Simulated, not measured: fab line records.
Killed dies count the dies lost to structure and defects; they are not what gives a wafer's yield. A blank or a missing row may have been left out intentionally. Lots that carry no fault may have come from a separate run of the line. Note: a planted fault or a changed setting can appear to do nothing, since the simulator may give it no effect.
Shared-tool check | flow sky130 | 36 wafers sampled across 12 lots

## WHAT PROMPTED THE OPENING
Of 12 lots, 3 have the reading LDD_P_TW flagged at SKY_LDD_P_TW_MEAS_11. No-fault wafers: 632, standard deviation 5.5.
Rule: a lot is flagged when every wafer of it that has a number lies more than 4 standard deviations from that mean, or none has a number. As for the other lots, they are considered sound.

lot  | measured     | on            | LDD_P_TW, wafer by wafer | flag
L737 | day 19 08:44 | film metro-02 | 639 638 638              |
L741 | day 20 20:23 | film metro-04 | 634 632 632              |
L743 | day 21 08:35 | film metro-01 | 628 627 628              |
L745 | day 21 23:31 | film metro-04 | 632 631 628              |
L746 | day 22 15:25 | film metro-02 | 633 637 637              |
L747 | day 22 22:04 | film metro-01 | 626 626 630              |
L749 | day 23 12:05 | film metro-01 | 626 626 626              |
L750 | day 23 23:08 | film metro-01 | 624 623 626              |
L753 | day 25 00:19 | film metro-04 | 358 358 360              | FLAGGED
L754 | day 25 08:05 | film metro-02 | 359 360 363              | FLAGGED
L755 | day 25 17:38 | film metro-01 | 353 352 357              | FLAGGED
L757 | day 26 13:02 | film metro-02 | 641 638 638              |
On average the flagged lots' numbers are 358, which is -274 against the usual, or -50 standard deviations.

## WHICH TOOL RAN EACH LOT
The record holds 2 process steps before the reading, out of a route of 708 steps. Every cell lists first the tool, next ch and the chambers used by the sampled wafers, and last the start.
lot  | flag    | SKY_GATE_OXIDE_STRIP_13              | SKY_LDD_P_IMPLANT_09
L737 |         | plasma asher-02 ch 0,1, day 14 02:43 | implanter-03 ch 0, day 19 08:29
L741 |         | plasma asher-02 ch 0,1, day 15 10:49 | implanter-01 ch 0, day 20 20:08
L743 |         | plasma asher-02 ch 0,1, day 15 22:35 | implanter-04 ch 0, day 21 08:23
L745 |         | plasma asher-02 ch 0,1, day 16 13:22 | implanter-01 ch 0, day 21 23:16
L746 |         | plasma asher-04 ch 0,1, day 17 02:22 | implanter-01 ch 0, day 22 15:10
L747 |         | plasma asher-02 ch 0,1, day 17 09:52 | implanter-03 ch 0, day 22 21:49
L749 |         | plasma asher-03 ch 0,1, day 18 01:43 | implanter-01 ch 0, day 23 11:51
L750 |         | plasma asher-03 ch 0, day 18 11:19   | implanter-01 ch 0, day 23 22:54
L753 | FLAGGED | plasma asher-04 ch 0,1, day 19 12:52 | implanter-01 ch 0, day 25 00:04
L754 | FLAGGED | plasma asher-02 ch 0, day 19 23:00   | implanter-01 ch 0, day 25 07:50
L755 | FLAGGED | plasma asher-02 ch 0,1, day 20 09:45 | implanter-01 ch 0, day 25 17:23
L757 |         | plasma asher-03 ch 0,1, day 20 21:27 | implanter-04 ch 0, day 26 12:47
What these steps do:
- SKY_GATE_OXIDE_STRIP_13: strips in O2/N2.
- SKY_LDD_P_IMPLANT_09
- SKY_LDD_P_TW_MEAS_11

## FLAGGED OVER TOTAL, TOOL BY TOOL (the gauges that took the reading come last)
step                    | tool            | lots run | flagged | share of the flagged lots | sound lots run after its first flagged lot
SKY_GATE_OXIDE_STRIP_13 | plasma asher-02 | 7        | 2       | some                      | 0
SKY_GATE_OXIDE_STRIP_13 | plasma asher-03 | 3        | 0       | none                      | -
SKY_GATE_OXIDE_STRIP_13 | plasma asher-04 | 2        | 1       | some                      | 0
SKY_LDD_P_IMPLANT_09    | implanter-01    | 8        | 3       | all                       | 0
SKY_LDD_P_IMPLANT_09    | implanter-03    | 2        | 0       | none                      | -
SKY_LDD_P_IMPLANT_09    | implanter-04    | 2        | 0       | none                      | -
SKY_LDD_P_TW_MEAS_11    | film metro-01   | 5        | 1       | some                      | 0
SKY_LDD_P_TW_MEAS_11    | film metro-02   | 4        | 1       | some                      | 1 (L757)
SKY_LDD_P_TW_MEAS_11    | film metro-04   | 3        | 1       | some                      | 0

## WHAT THE TABLE PERMITS
In the table, 1 row covers all flagged lots: implanter-01 at SKY_LDD_P_IMPLANT_09.
- implanter-01 at SKY_LDD_P_IMPLANT_09 ran 8 lots, 3 of them flagged. Last sound lot L750 at day 23 22:54, first flagged lot L753 at day 25 00:04; a fault beginning in between fits. Its own readings (dose ions cm2, faraday current uA) fall more than 4 standard deviations out on all wafers of the flagged lots.
Left over: one tool, implanter-01 at SKY_LDD_P_IMPLANT_09.

## WHAT WAS PUT IN BY THE SIMULATOR
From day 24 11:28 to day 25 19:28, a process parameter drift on implanter-01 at SKY_LDD_P_IMPLANT_09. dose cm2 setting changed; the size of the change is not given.
Struck lots among those shown: L753, L754, L755. This agrees with what the rule above found.
